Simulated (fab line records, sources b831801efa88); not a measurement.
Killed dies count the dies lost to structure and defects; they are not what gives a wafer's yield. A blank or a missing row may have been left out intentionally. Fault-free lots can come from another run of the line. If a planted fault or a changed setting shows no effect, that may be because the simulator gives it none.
Matching of chambers    flow sky130    4 sister chambers for SKY_VIA1_CMP_24 on cmp-01
The step polishes, stops on SiO2, t overpolish 15 s, target thk 0 nm. 4 wafers are shown with their chamber, then 7 later ones without.

== EACH WAFER AND ITS CHAMBER ==
wafer   chamber  time_to_endpoint_s (s)
L375.5  0        62
L376.6  2        69
L382.1  1        59
L382.2  3        76

== WAFERS MISSING THEIR CHAMBER ==
wafer   time_to_endpoint_s (s)
L382.4  75
L386.1  61
L386.4  69
L386.5  62
L391.1  69
L391.2  67
L391.3  56

== THE CHAMBER EACH PASSED THROUGH ==
wafer    from the rows above       in truth
L382.4   3                         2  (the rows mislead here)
L386.1   can't be placed: 0 or 1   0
L386.4   2                         2
L386.5   0                         0
L391.1   2                         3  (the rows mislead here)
L391.2   2                         2
L391.3   1                         1
Placed correctly: 4 of 7. Cannot be placed on the basis of these rows: 1; the candidates contain the true chamber in 1. Placed wrongly: 2.
How it was worked out, from the rows above alone: a wafer's distance from a chamber is the root of the sum, over the readings, of the square of ((its reading less the chamber's mean) divided by the reading's scatter). If the next closest chamber is less than 2 further off than the closest, the wafer can't be placed; otherwise it belongs to the closest. The mean given for a chamber averages the wafers shown for that chamber. The scatter: root of mean squared gap, hidden wafer to nearest shown wafer, with one shown wafer a chamber.
